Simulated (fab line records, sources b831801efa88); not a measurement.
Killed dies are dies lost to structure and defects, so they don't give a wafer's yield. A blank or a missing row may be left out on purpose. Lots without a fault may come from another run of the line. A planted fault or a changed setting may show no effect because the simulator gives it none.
Which tool did it? | flow sky130 | 11 lots, 33 wafers sampled, at 5 steps of a route of 708

WHAT THE GAUGES READ, wafer by wafer
The record holds no reading of a measuring or inspecting step that can be judged against a usual standard deviation.

WHICH TOOL RAN EACH LOT (tool, then ch and the chambers of the sampled wafers, then the start)
lot  | SKY_METAL3_STRIP_19                  | SKY_VIA3_CMP_02               | SKY_VIA3_ETCH_14                   | SKY_VIA3_CVD_21               | SKY_PAD_OPEN_PROBE_99
L604 | plasma_asher-02 ch 1, day 38 22:35   | cmp-01 ch 0,1,3, day 38 23:30 | rie_diel-01 ch 0,2,3, day 40 00:04 | cvd_w-02 ch 0,1, day 40 00:49 | -
L607 | plasma_asher-02 ch 0,1, day 39 17:56 | cmp-01 ch 1,2,3, day 39 18:50 | rie_diel-02 ch 1,2,3, day 40 20:07 | cvd_w-02 ch 0,1, day 40 20:53 | -
L610 | plasma_asher-03 ch 0,1, day 40 14:21 | cmp-01 ch 0,1,2, day 40 15:19 | rie_diel-01 ch 0,1, day 41 15:55   | cvd_w-02 ch 0,1, day 41 16:47 | -
L612 | plasma_asher-02 ch 0,1, day 41 17:11 | cmp-01 ch 1,2,3, day 41 18:00 | rie_diel-02 ch 0,1,3, day 42 18:22 | cvd_w-01 ch 0,1, day 42 19:07 | -
L613 | plasma_asher-02 ch 0, day 41 18:10   | cmp-02 ch 2,3, day 41 18:59   | rie_diel-01 ch 0,2,3, day 42 18:46 | cvd_w-01 ch 0,1, day 42 19:35 | -
L614 | plasma_asher-02 ch 0,1, day 42 00:11 | cmp-01 ch 0,1,2, day 42 01:09 | rie_diel-02 ch 0,1,2, day 43 00:59 | cvd_w-02 ch 0,1, day 43 01:45 | -
L615 | plasma_asher-03 ch 0,1, day 42 04:10 | cmp-01 ch 0,1,2, day 42 05:07 | rie_diel-02 ch 0,2,3, day 43 05:10 | cvd_w-01 ch 0,1, day 43 05:56 | -
L617 | plasma_asher-03 ch 0,1, day 42 15:28 | cmp-01 ch 2,3, day 42 16:23   | rie_diel-02 ch 1,2,3, day 43 16:17 | cvd_w-01 ch 0,1, day 43 17:33 | prober-02, day 49 06:47
L621 | plasma_asher-02 ch 0, day 44 03:50   | cmp-01 ch 0,1, day 44 04:40   | rie_diel-02 ch 2,3, day 45 04:19   | cvd_w-02 ch 0,1, day 45 05:32 | prober-02, day 50 09:54
L626 | plasma_asher-03 ch 0,1, day 45 03:29 | cmp-02 ch 0,2, day 45 04:43   | rie_diel-03 ch 1,2, day 46 03:10   | cvd_w-01 ch 0,1, day 46 03:57 | -
L627 | plasma_asher-03 ch 0,1, day 45 09:08 | cmp-01 ch 1,2,3, day 45 10:08 | rie_diel-03 ch 0,1,2, day 46 07:43 | cvd_w-02 ch 0,1, day 46 08:31 | -
- SKY_METAL3_STRIP_19: strips in O2/N2.
- SKY_VIA3_CMP_02: polishes SiO2.
- SKY_VIA3_ETCH_14: etches BARC in N2/H2, stops on SiO2, time 45.9 s, target depth 60 nm.
- SKY_VIA3_CVD_21: deposits W, target thk 390 nm, time 117.31 s.
- SKY_PAD_OPEN_PROBE_99

WHAT THE TOOLS THEMSELVES READ (means of the sampled wafers that have a number; where no wafer has one, the mark that the record gives instead)
SKY_METAL3_STRIP_19.
lot  | tool            | chamber_pressure_mTorr (mTorr) | drypump_motor_current_A (A) | oes_product_au (a.u.) | strip_time_to_endpoint_s (s)
L604 | plasma_asher-02 | 1500.4                         | 6.28                        | 0.501                 | 6.52
L607 | plasma_asher-02 | 1499.8                         | 5.86                        | 0.501                 | 6.47
L610 | plasma_asher-03 | 1501.2                         | 6.07                        | 0.507                 | 6.69
L612 | plasma_asher-02 | 1499.1                         | 6.06                        | 0.506                 | 6.56
L613 | plasma_asher-02 | 1500.3                         | 5.70                        | 0.503                 | 6.50
L614 | plasma_asher-02 | 1500.7                         | 6.06                        | 0.503                 | 6.52
L615 | plasma_asher-03 | 1498.6                         | 6.02                        | 0.505                 | 6.60
L617 | plasma_asher-03 | 1500.8                         | 6.04                        | 0.510                 | 6.58
L621 | plasma_asher-02 | 1500.8                         | 5.69                        | 0.503                 | 6.59
L626 | plasma_asher-03 | 1500.3                         | 5.96                        | 0.504                 | 6.52
L627 | plasma_asher-03 | 1500.5                         | 6.07                        | 0.507                 | 6.54

SKY_VIA3_CMP_02.
lot  | tool   | head_pressure_psi (psi) | motor_current_A (A) | retaining_ring_pressure_frac
L604 | cmp-01 | 4.002                   | 13.3                | 0.996
L607 | cmp-01 | 4.008                   | 13.2                | 1.003
L610 | cmp-01 | 3.998                   | 13.5                | 0.997
L612 | cmp-01 | 3.995                   | 13.4                | 0.999
L613 | cmp-02 | 4.002                   | 13.6                | 1.003
L614 | cmp-01 | 4.009                   | 13.4                | 1.003
L615 | cmp-01 | 3.995                   | 13.4                | 0.999
L617 | cmp-01 | 3.998                   | 12.8                | 1.001
L621 | cmp-01 | 3.996                   | 14.0                | 1.003
L626 | cmp-02 | 4.010                   | 12.5                | 1.001
L627 | cmp-01 | 4.006                   | 13.3                | 0.997

SKY_VIA3_ETCH_14.
lot  | tool        | bias_w (W) | chamber_pressure_mTorr (mTorr) | drypump_motor_current_A (A) | oes_product_au (a.u.) | throttle_valve_pct (%)
L604 | rie_diel-01 | 100.11     | 30.030                         | 5.1                         | 0.857                 | 13.227
L607 | rie_diel-02 | 99.81      | 30.017                         | 6.1                         | 0.855                 | 13.223
L610 | rie_diel-01 | 100.25     | 29.998                         | 5.7                         | 0.856                 | 13.221
L612 | rie_diel-02 | 100.18     | 30.011                         | 6.1                         | 0.851                 | 13.223
L613 | rie_diel-01 | 99.81      | 30.005                         | 5.1                         | 0.859                 | 13.229
L614 | rie_diel-02 | 100.21     | 30.044                         | 5.9                         | 0.857                 | 13.229
L615 | rie_diel-02 | 99.99      | 30.009                         | 6.0                         | 0.856                 | 13.226
L617 | rie_diel-02 | 77.17      | 29.975                         | 6.2                         | 0.852                 | 13.221
L621 | rie_diel-02 | 77.13      | 30.017                         | 6.1                         | 0.859                 | 13.227
L626 | rie_diel-03 | 99.83      | 30.018                         | 5.4                         | 0.857                 | 13.237
L627 | rie_diel-03 | 99.70      | 29.995                         | 5.5                         | 0.853                 | 13.231

SKY_VIA3_CVD_21.
lot  | tool     | heater_power_w (W)
L604 | cvd_w-02 | 868
L607 | cvd_w-02 | 863
L610 | cvd_w-02 | 794
L612 | cvd_w-01 | 831
L613 | cvd_w-01 | 825
L614 | cvd_w-02 | 793
L615 | cvd_w-01 | 817
L617 | cvd_w-01 | 834
L621 | cvd_w-02 | 887
L626 | cvd_w-01 | 836
L627 | cvd_w-02 | 809

SKY_PAD_OPEN_PROBE_99.
lot  | tool      | defect_limited_yield (%) | killed_at_M0_to_M3 | killed_at_M4_up | killed_at_contacts | killed_at_front_end | killed_at_other | killed_dies | killed_open | killed_short | sort_bin_3_pad_short (%) | sort_bin_5_function (%) | sort_bin_6_memory (%) | sort_bin_8_speed (%) | sort_n_pass | sort_yield_pct (%)
L617 | prober-02 | 83.1                     | 44                 | 2.0             | 23                 | 14                  | 0.3             | 83          | 45          | 39           | 1.1                      | 9.3                     | 6.4                   | 0.00                 | 409         | 83.1
L621 | prober-02 | 84.4                     | 41                 | 2.3             | 20                 | 13                  | 0.0             | 77          | 44          | 32           | 0.9                      | 9.0                     | 5.6                   | 0.00                 | 415         | 84.4

THE ANSWER, worked out from the rows above alone
Rule: what is usual is taken from the lots themselves. Put in order of their means at a reading, lots are off if they are a third of the lots or fewer, leave a main group of 4 or more, and stand apart from it by a gap of 3 or more times the standard deviation of the main group's means; of several such gaps the widest counts. A main group whose means are all the same, to the digits that the tables above print for the reading, isn't used. A lot without any number at a reading at which 4 lots or more have one is off too. The other lots that the step has rows for count as sound. The gauges are gone through in route order, then the tools' own readings, and for those a lot's mean is taken as printed above. The first step at which some lot is off is used, and at that step the reading that is off furthest; a lot without a number counts as furthest.
Off: L617, L621, at SKY_VIA3_ETCH_14 (bias_w). The main group: mean 99.99 W, standard deviation 0.19.
A tool fits if, at that step or a process step before it, it ran every lot that is off, and no sound lot after the first of them. One fits: rie_diel-02 at SKY_VIA3_ETCH_14. Its last sound lot is L615 (day 43 05:10), its first lot that is off L617 (day 43 16:17): a fault that began between those two fits.
The tool's own readings at SKY_VIA3_ETCH_14 bear it out: on the lots that are off they differ by more than 5 times the standard deviation of the sound lots' means. bias_w reads 77.15 W there against 99.99 W on the sound lots.

WHAT THE SIMULATOR HAD PUT IN
Process parameter drift: rie_diel-02, from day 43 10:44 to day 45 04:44, at SKY_VIA3_ETCH_14. Setting bias_w, moved by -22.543, from 100. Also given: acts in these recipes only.
Lots struck among those shown: L617, L621. The rule above found the same.
